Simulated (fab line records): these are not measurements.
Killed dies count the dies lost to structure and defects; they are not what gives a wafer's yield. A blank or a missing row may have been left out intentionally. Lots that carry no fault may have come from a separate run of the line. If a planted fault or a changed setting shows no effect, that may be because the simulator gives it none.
Problem report, 8D (eight disciplines) form, completed by code || flow gf180mcu || the parts of the form that need people (team, actions taken, sign-off) are left out

1. THE ISSUE
Wafers without a fault read 440.3 nm with a standard deviation of 2.4, while cd nm at GF_TOP_METAL_CD_MEAS_14 averages 421.1 nm across 2 wafers of 1 lot. That puts it -8.0 standard deviations away from the usual mean.
The step: target cd 440 nm.
The first sign was on wafer L418.2 at day 31 16:50, on cd sem-01. The record holds 15 wafers of 5 lots with a number at this step. Rule for "out", or "out of limits": more than 4 standard deviations from the usual mean. The rest of the wafers with a number are treated as sound.

2. WHAT THIS IS AND IS NOT
{"question": "which readings at this step", "is": "cd nm", "is not": "-"}
{"question": "which lots", "is": "L418", "is not": "L414, L416, L417, L428"}
{"question": "which wafers of those lots", "is": "L418.2, L418.3", "is not": "L418.4"}
{"question": "read on which gauges", "is": "cd sem-01", "is not": "cd sem-02"}
{"question": "when", "is": "from day 31 16:50", "is not": "up to then (10 sound wafers); but 3 sound wafers of L428 came after"}

3. SUSPECTS, AND WHAT RULES EACH OUT
Counting: a tool at a process step up to the reading stays a suspect if it ran every lot that is out. Sound lots after the first of them don't rule it out here, since some wafers of a struck lot are sound.
- the gauge at GF_TOP_METAL_CD_MEAS_14: kept. All the wafers that are out were read on cd sem-01, and no step on other tools shows them out.
- cmp-01 at GF_V5_CMP_26 (polishes, stops on SiO2, t overpolish 15 s, target thk 0 nm): kept. It ran the lot that is out, L418 (day 30 22:25); its last sound lot up to then is L416 (day 30 10:11).
- pvd sputter-01 at GF_TOP_METAL_SPUTTER_01 (material TiN, target thk 30 nm, time 25 s): kept. It ran the lot that is out, L418 (day 30 22:49).
- pvd sputter-01 at GF_TOP_METAL_SPUTTER_03 (material Ti, target thk 5 nm, time 3.3 s): kept. It ran the lot that is out, L418 (day 30 22:54).
- pvd sputter-01 at GF_TOP_METAL_SPUTTER_04 (material TiN, target thk 25 nm, time 20.8 s): kept. It ran the lot that is out, L418 (day 30 22:55).
- iline stepper-01 at GF_TOP_METAL_EXPOSE_11 (exposes mask MetalTop, target cd 440 nm): kept. It ran the lot that is out, L418 (day 31 07:34); its last sound lot up to then is L417 (day 31 06:58).
- Within cmp-01 at GF_V5_CMP_26: the wafers that are out ran in chambers 0, 2; their sound lot-mates ran in chamber 1.
Left after counting: cmp-01 at GF_V5_CMP_26, pvd sputter-01 at GF_TOP_METAL_SPUTTER_01, pvd sputter-01 at GF_TOP_METAL_SPUTTER_03, pvd sputter-01 at GF_TOP_METAL_SPUTTER_04, iline stepper-01 at GF_TOP_METAL_EXPOSE_11, cd sem-01 at GF_TOP_METAL_CD_MEAS_14.

4. THE CAUSE (what the simulator had put in)
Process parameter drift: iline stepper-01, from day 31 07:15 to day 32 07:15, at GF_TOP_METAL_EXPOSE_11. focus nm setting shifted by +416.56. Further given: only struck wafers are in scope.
Counting left 6 suspects, and this tool is among them.

5. THE EFFECT CHAIN, in route order
Rows list readings where the struck wafers' mean (over those with a number) sits beyond 3 standard deviations from the usual. Scope: only readings with a usual standard deviation given in the record; hours: median across lots of the time from each lot's start at the first step in this table that gives one to its start at this step; sigmas: change in usual standard deviations.
{"hours": 0, "step": "GF_TOP_METAL_CD_MEAS_14", "reading": "cd nm", "usual": "440.3 nm", "on struck wafers": 421.1, "change": -19.2, "sigmas": -8.0}
Later measuring or inspecting steps at which every struck wafer that the step has a row for has a number for every such reading, and none has moved that far: GF_TOP_METAL_OVL_MEAS_15.

6. WHAT WOULD HAVE CAUGHT IT SOONER
Counted from the fault's start at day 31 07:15, it took 10 hours until the first out-of-limits reading at a measuring or inspecting step in this record, taken at day 31 16:50.
Tool readings at GF_TOP_METAL_EXPOSE_11 with a usual standard deviation given in the record: none out on any struck wafer, hence no alarm at a limit of 4 standard deviations on them.
Each of the lots that are out, 1 in all, had begun GF_TOP_METAL_EXPOSE_11 on iline stepper-01 no later than day 31 16:50. Had the tool been put on hold then, not one of them would have been saved.
